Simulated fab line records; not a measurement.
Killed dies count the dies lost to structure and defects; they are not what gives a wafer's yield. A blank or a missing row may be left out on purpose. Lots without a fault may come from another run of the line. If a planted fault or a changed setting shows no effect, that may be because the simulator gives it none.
Which tool is to blame? + flow gf180mcu + 11 lots with 33 wafers sampled at 3 steps, on a route of 602 steps

WHAT THE GAUGES READ, wafer by wafer
GF_M2_RS_MEAS_05: measures by four-point-probe. Usual: M2_ALCU_RS gives 0.0696 ohm/sq (standard deviation 0.00068).
| lot  | measured     | on           | M2_ALCU_RS (ohm/sq)  | flag |
|------|--------------|--------------|----------------------|------|
| L595 | day 18 01:47 | filmMetro-01 | 0.0694 0.0699 0.0696 |      |
| L596 | day 18 13:17 | filmMetro-02 | 0.0684 0.0685 0.0692 |      |
| L597 | day 19 17:10 | filmMetro-01 | 0.0695 0.0703 0.0697 |      |
| L598 | day 19 20:19 | filmMetro-01 | 0.0686 0.0690 0.0692 |      |
| L600 | day 20 05:24 | filmMetro-02 | 0.0689 0.0698 0.0693 |      |
| L607 | day 22 12:44 | filmMetro-02 | 0.0692 0.0690 0.0693 |      |
| L610 | day 23 17:29 | filmMetro-01 | 0.0681 0.0681 0.0677 |      |
| L612 | day 25 08:14 | filmMetro-03 | 0.0693 0.0689 0.0694 |      |
| L614 | day 25 10:23 | filmMetro-02 | 0.0689 0.0689 0.0693 |      |
| L617 | day 25 16:59 | filmMetro-02 | 0.0703 0.0699 0.0699 |      |
| L618 | day 26 12:05 | filmMetro-03 | 0.0696 0.0700 0.0693 |      |

TOOL THAT RAN EACH LOT (tool first, then ch and the chambers of the sampled wafers, then the start)
| lot  | GF_V1_CMP_26                  | GF_M2_SPUTTER_02            |
|------|-------------------------------|-----------------------------|
| L595 | cmp-02 ch 0,2,3, day 18 01:19 | pvdSputter-02, day 18 01:38 |
| L596 | cmp-01 ch 0,3, day 18 12:46   | pvdSputter-02, day 18 13:09 |
| L597 | cmp-01 ch 0,3, day 19 16:38   | pvdSputter-04, day 19 17:04 |
| L598 | cmp-02 ch 0,1,2, day 19 19:54 | pvdSputter-02, day 19 20:14 |
| L600 | cmp-02 ch 0,1,2, day 20 04:52 | pvdSputter-03, day 20 05:17 |
| L607 | cmp-02 ch 1,2,3, day 22 12:13 | pvdSputter-04, day 22 12:38 |
| L610 | cmp-01 ch 0,2,3, day 23 16:56 | pvdSputter-02, day 23 17:23 |
| L612 | cmp-01 ch 0,1,3, day 25 07:41 | pvdSputter-03, day 25 08:07 |
| L614 | cmp-02 ch 0,1,3, day 25 09:52 | pvdSputter-04, day 25 10:18 |
| L617 | cmp-02 ch 0,1, day 25 16:31   | pvdSputter-04, day 25 16:54 |
| L618 | cmp-01 ch 0,2,3, day 26 11:34 | pvdSputter-02, day 26 11:59 |
- GF_V1_CMP_26: polishes, stops on SiO2, t overpolish 15 s, target thk 0 nm.
- GF_M2_SPUTTER_02: material AlCu, target thk 450 nm, time 23.9 s.

WHAT THE TOOLS THEMSELVES READ (means of the sampled wafers that have a number; where no wafer has one, the mark that the record gives instead)
GF_V1_CMP_26. Usual: edgeZonePressureFrac 1.000, standard deviation 0.0049; motorCurrentA 11.2 A, standard deviation 0.62; overpolishRunS 15.002 s, standard deviation 0.0086; timeToEndpointS 85.8 s, standard deviation 2.8.
| lot  | tool   | edgeZonePressureFrac | motorCurrentA (A) | overpolishRunS (s) | timeToEndpointS (s) | flag |
|------|--------|----------------------|-------------------|--------------------|---------------------|------|
| L595 | cmp-02 | 1.000                | 11.3              | 15.006             | 83.1                |      |
| L596 | cmp-01 | 1.004                | 10.7              | 14.999             | 88.3                |      |
| L597 | cmp-01 | 0.998                | 11.0              | 15.004             | 87.3                |      |
| L598 | cmp-02 | 1.003                | 11.5              | 15.002             | 84.9                |      |
| L600 | cmp-02 | 1.005                | 11.4              | 15.000             | 86.0                |      |
| L607 | cmp-02 | 0.998                | 10.9              | 15.001             | 87.3                |      |
| L610 | cmp-01 | 1.003                | 11.0              | 14.997             | 84.2                |      |
| L612 | cmp-01 | 0.998                | 11.0              | 15.004             | 87.0                |      |
| L614 | cmp-02 | 0.995                | 11.1              | 15.000             | 86.6                |      |
| L617 | cmp-02 | 1.003                | 11.6              | 15.004             | 85.2                |      |
| L618 | cmp-01 | 1.003                | 10.6              | 14.993             | 89.9                |      |

GF_M2_SPUTTER_02. Usual: throttleValvePct reads 30.1 % (standard deviation 1.1).
| lot  | tool          | throttleValvePct (%) | flag |
|------|---------------|----------------------|------|
| L595 | pvdSputter-02 | 29.8                 |      |
| L596 | pvdSputter-02 | 30.8                 |      |
| L597 | pvdSputter-04 | 30.7                 |      |
| L598 | pvdSputter-02 | 30.8                 |      |
| L600 | pvdSputter-03 | 30.2                 |      |
| L607 | pvdSputter-04 | 30.2                 |      |
| L610 | pvdSputter-02 | 31.6                 |      |
| L612 | pvdSputter-03 | 30.3                 |      |
| L614 | pvdSputter-04 | 30.3                 |      |
| L617 | pvdSputter-04 | 30.4                 |      |
| L618 | pvdSputter-02 | 30.4                 |      |

THE ANSWER, worked out from the rows above alone
Rule: a lot counts as off when the mean over its wafers that have a number is more than 3 standard deviations away from the usual mean. Also off: a lot with no number at a reading for which 4 or more lots have one. Where the step has rows for the other lots, those lots are counted as sound. Order of review: gauges by route order, followed by the tools' own readings, for which a lot's mean as printed above is used. The first step at which some lot is off is used, and at that step the reading that is off furthest; a lot without a number counts as furthest.
Nothing can be told from this: no lot is off at any reading shown.

WHAT HAD BEEN PUT IN BY THE SIMULATOR
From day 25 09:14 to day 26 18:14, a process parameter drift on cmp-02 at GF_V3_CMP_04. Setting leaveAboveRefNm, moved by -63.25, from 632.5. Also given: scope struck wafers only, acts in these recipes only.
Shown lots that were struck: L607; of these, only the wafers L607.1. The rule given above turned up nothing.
